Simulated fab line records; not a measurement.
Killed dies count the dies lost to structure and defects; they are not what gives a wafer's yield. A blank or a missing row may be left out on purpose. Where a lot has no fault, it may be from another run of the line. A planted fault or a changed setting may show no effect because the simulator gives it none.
Comparing a struck lot with a sound one | flow sky130 | 15 out of 708 route steps
Sound: these wafers, L506.2, L506.3, L506.6. Wafers L512.1, L512.2, L512.4 were the ones struck. The cause is given at the end.
Per side, at each step with rows, come the tool, then ch with its chambers, and then its first start. Under that, the readings that differ: sound wafers | struck wafers | difference of the means | sigmas: that difference in standard deviations of wafers without a fault.
alike: readings with means less than 2 such deviations apart, plus words and numbers identical on both sides. not compared: withheld readings, readings lacking a value on some wafer, bounds such as >300 that could conceal the same value, and numbers that have no deviation in the record and whose values overlap.
The two part at a step that has a row with sigmas, a row that says differs or no value, or rows on one side only. Non-overlapping numbers with no deviation appear without sigmas and do not part them. A reading that every wafer of one side lacks parts them only if that side has two wafers or more.

SKY_FIELD_ISO_THK_MEAS_02:
  sound on filmMetro-03 at day 2 14:36; struck on filmMetro-04 at day 3 19:40
  alike: FIELD_ISO_OXIDATION_00_THK
then, 1 step without rows for these wafers: SKY_FIELD_ISO_CVD_03 (deposits Si3N4 from DCS/NH3, target thk 165 nm, time 2830 s).
SKY_FIELD_ISO_THK_MEAS_04:
  sound on filmMetro-01 at day 2 16:27; struck on filmMetro-03 at day 3 21:31
  alike: FIELD_ISO_CVD_03_THK
then, 8 steps without rows for these wafers: SKY_FIELD_ISO_DEHYDRATE_05 (time 60 s); SKY_FIELD_ISO_HMDS_06 (prime time 60 s); SKY_FIELD_ISO_COAT_07 (resist thk 60 nm); SKY_FIELD_ISO_COAT_08 (resist thk 450 nm); SKY_FIELD_ISO_SOFTBAKE_09 (time 90 s); SKY_FIELD_ISO_EXPOSE_10 (exposes mask FOM, target cd 150 nm); SKY_FIELD_ISO_PEB_11; SKY_FIELD_ISO_DEVELOP_12 (develop time 60 s).
SKY_FIELD_ISO_CD_MEAS_13 targets a cd of 150 nm.
  sound on cdSem-01 at day 3 07:10; struck on cdSem-01 at day 4 13:09
  alike: cdNm
SKY_FIELD_ISO_ETCH_14: etches BARC in N2/H2, stops on SiO2, time 45.9 s, target depth 60 nm.
  sound on rieDiel-04 ch 0,2,3, day 3 07:16; struck on rieDiel-02 ch 0,1,2, day 4 13:16
reading   | sound           | struck            | difference | sigmas
biasW (W) | 99.9 100.1 99.9 | 105.4 104.9 105.0 | +5.1       | +17
  alike: drypumpMotorCurrentA, oesProductAu, throttleValvePct
  not compared: rfHoursCounterH
SKY_FIELD_ISO_ETCH_15: etches the open film in CHF3/O2, stops on Si, target depth 180 nm, time 72 s.
  sound on rieDiel-04 ch 0,2,3, day 3 07:19; struck on rieDiel-02 ch 0,1,2, day 4 13:19
reading   | sound             | struck            | difference | sigmas
biasW (W) | 200.6 200.5 200.4 | 199.1 199.9 198.5 | -1.3       | -2
  alike: drypumpMotorCurrentA, oesProductAu, throttleValvePct
  not compared: rfHoursCounterH
SKY_PAD_OPEN_PROBE_99:
  the record holds rows for the sound wafers here (prober-02, day 47 22:28) but none for the struck ones

== WHERE THEY PART ==
First at SKY_FIELD_ISO_ETCH_14; last, within this record, at SKY_PAD_OPEN_PROBE_99.

WHY: whatever the simulator had introduced
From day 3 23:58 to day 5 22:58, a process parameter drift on rieDiel-02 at SKY_FIELD_ISO_ETCH_14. From 100, the setting biasW moved by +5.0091. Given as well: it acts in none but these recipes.
